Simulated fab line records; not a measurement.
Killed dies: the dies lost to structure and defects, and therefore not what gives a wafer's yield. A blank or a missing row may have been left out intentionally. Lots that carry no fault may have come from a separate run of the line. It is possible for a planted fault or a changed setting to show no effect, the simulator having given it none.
A lot that was struck, set against a sound lot :: flow sky130 :: 18 out of 708 route steps
Sound: wafers L739.2, L739.4, L739.6. The struck wafers were L747.3, L747.5, L747.6. The cause is given at the end.
Order at every step that has rows: each side's tool, ch and its chambers, its first start. Under that, the readings that differ: sound wafers :: struck wafers :: difference of the means :: sigmas: that difference in standard deviations of wafers without a fault.
alike: words and numbers the same on both sides, and readings whose means are apart by under 2 such deviations; not compared: readings that were withheld, readings missing a value for some wafer, numbers with overlapping values and no deviation given by the record, and bounds like >300 which may hide the same value.
Wherever a step has rows on one side only, a row that says differs or no value, or a row with sigmas, the two part there. Non-overlapping numbers with no deviation appear without sigmas and do not part them. A reading missing from all wafers of one side parts the sides only when that side holds two or more wafers.

first, 1 step without rows for these wafers: SKY_NWELL_IMPLANT_24.
SKY_NWELL_STRIP_25: strips in O2/N2.
  sound on plasmaAsher-01 ch 0,1, day 8 00:59; struck on plasmaAsher-01 ch 0,1, day 9 21:03
  alike: drypumpMotorCurrentA, oesProductAu, stripTimeToEndpointS
  not compared: rfHoursCounterH
SKY_NWELL_TW_MEAS_26:
  sound: filmMetro-01 at day 8 01:06; struck: filmMetro-01 at day 9 21:08
  alike: NWELL_2_TW
then, 1 step without rows for these wafers: SKY_NWELL_CLEAN_27 (cleans in SC1/SC2, time 150 s).
SKY_NWELL_RTA_28: time 30 s.
  sound on rtpAnneal-01 ch 0, day 8 01:13; struck on rtpAnneal-01 ch 0, day 9 21:16
  alike: annealTempCMax, lampPowerPct, wafer_temp_C_max
SKY_NWELL_RS_MEAS_29: measurement is done with a four-point probe.
  sound: filmMetro-02 at day 8 01:19; struck: filmMetro-04 at day 9 21:22
  alike: NWELL_RS
SKY_NWELL_RS_MEAS_31: measurement is done with a four-point probe.
  sound: filmMetro-02 at day 8 01:34; struck: filmMetro-04 at day 9 21:37
  alike: PWDE_RS
then, 4 steps without rows for these wafers: SKY_VT_ADJUST_HVTP_DEHYDRATE_00 (time 60 s); SKY_VT_ADJUST_HVTP_HMDS_01 (prime time 60 s); SKY_VT_ADJUST_HVTP_COAT_02 (resist thk 1140 nm); SKY_VT_ADJUST_HVTP_SOFTBAKE_03 (time 60 s).
SKY_VT_ADJUST_HVTP_EXPOSE_04: exposes mask HVTPM, target cd 380 nm.
  sound on ilineStepper-02 ch 0, day 8 12:35; struck on ilineStepper-02 ch 0, day 10 08:52
reading: model.VT_ADJUST_HVTP.overlayXNm (nm)
sound: -0.2098 -0.2098 -0.2098
struck: 277.1 277.1 277.1
difference: +277.3
sigmas: 
  alike: mask
then, 2 steps without rows for these wafers: SKY_VT_ADJUST_HVTP_PEB_05; SKY_VT_ADJUST_HVTP_DEVELOP_06 (develop time 60 s).
SKY_VT_ADJUST_HVTP_CD_MEAS_07: the cd target is 380 nm.
  sound: cdSem-01 at day 8 22:33; struck: cdSem-01 at day 10 18:56
  alike: cdNm
SKY_VT_ADJUST_HVTP_OVL_MEAS_08:
  sound: overlay-01 at day 8 22:40; struck: overlay-02 at day 10 19:02
reading: VT_ADJUST_HVTP_OVL (nm)
sound: -0.9 -0.1 -2.2
struck: 278.0 277.3 277.5
difference: +278.7
sigmas: +99 or more
following that, these wafers have no rows for 1 step: SKY_VT_ADJUST_HVTP_IMPLANT_09.
-- record jumps: 40 days separate the struck wafers' starts on either side; left off in module VT_ADJUST_HVTP, taken up again in module PAD_OPEN, whose first shown step is the route's number 708 --
SKY_PAD_OPEN_PROBE_99:
  sound: prober-02 at day 48 23:02; struck: prober-02 at day 50 12:25
reading: killedAtFrontEnd
sound: 20 17 15
struck: 316 329 340
difference: +311
sigmas: +72

reading: killedDies
sound: 106 86 96
struck: 390 399 407
difference: +303
sigmas: +33

reading: killedOnRim
sound: 21 17 19
struck: 83 79 78
difference: +61
sigmas: +16
  alike: killed_at_M0_to_M3, killed_at_M4_up, killedAtContacts, killedAtOther, killedOpen, killedShort

== WHERE THEY PART ==
Earliest at SKY_VT_ADJUST_HVTP_OVL_MEAS_08; latest, in this record, at SKY_PAD_OPEN_PROBE_99.

WHY: whatever the simulator had introduced
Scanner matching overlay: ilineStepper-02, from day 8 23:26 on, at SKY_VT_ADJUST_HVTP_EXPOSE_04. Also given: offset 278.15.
